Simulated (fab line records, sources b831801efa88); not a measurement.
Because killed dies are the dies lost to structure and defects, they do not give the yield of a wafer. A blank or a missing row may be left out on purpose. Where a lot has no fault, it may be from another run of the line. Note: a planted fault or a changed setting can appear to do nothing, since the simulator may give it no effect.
Matching of chambers | flow gf180mcu | cmp-01 running GF_V5_CMP_04: 4 sister chambers
The step polishes SiO2. 19 wafers are shown with their chamber, then 9 later ones without.

WAFERS, EACH WITH ITS CHAMBER
wafer  | chamber | motor-current-A (A)
L770.2 | 0       | 12.1
L770.5 | 0       | 12.3
L770.6 | 3       | 11.5
L771.1 | 1       | 14.1
L771.2 | 0       | 12.5
L771.4 | 2       | 12.5
L772.1 | 1       | 14.4
L772.5 | 0       | 12.2
L772.6 | 1       | 14.3
L773.2 | 3       | 11.5
L773.4 | 1       | 13.7
L773.5 | 0       | 11.7
L775.2 | 3       | 11.3
L775.5 | 2       | 12.0
L775.6 | 1       | 14.1
L776.1 | 1       | 14.4
L776.2 | 3       | 10.9
L776.4 | 2       | 12.3
L778.2 | 3       | 11.0

SIGNATURES (means of the wafers above)
reading         | chamber 0 | chamber 1 | chamber 2 | chamber 3 | scatter within a chamber
motor-current-A | 12.160    | 14.167    | 12.267    | 11.240    | 0.276
Rule: a wafer's distance from a chamber is the root of the sum, over the readings, of the square of ((its reading less the chamber's mean) divided by the reading's scatter). The wafer belongs to the nearest chamber; if the next one is less than 2 further off, it can't be placed. The scatter: the root of (the sum of the squares of (reading less its chamber's mean) over the shown wafers, divided by (wafers less chambers)).

WAFERS WHOSE CHAMBER IS MISSING
wafer  | motor-current-A (A)
L778.5 | 13.7
L778.6 | 12.0
L779.2 | 11.7
L779.5 | 11.8
L779.6 | 11.0
L784.2 | 11.7
L784.4 | 11.8
L785.4 | 10.8
L785.5 | 12.5

EACH ONE'S CHAMBER
wafer  | from the rows above          | in truth
L778.5 | 1                            | 1
L778.6 | can't be placed: 0 or 2      | 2
L779.2 | can't be placed: 3 or 0 or 2 | 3
L779.5 | can't be placed: 0 or 2 or 3 | 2
L779.6 | 3                            | 3
L784.2 | can't be placed: 3 or 0 or 2 | 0
L784.4 | can't be placed: 0 or 2 or 3 | 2
L785.4 | 3                            | 3
L785.5 | can't be placed: 2 or 0      | 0
Placed correctly: 3 of 9. Not placeable from these rows: 6 (in 6, the candidates include the true chamber). Number placed wrongly: 0.
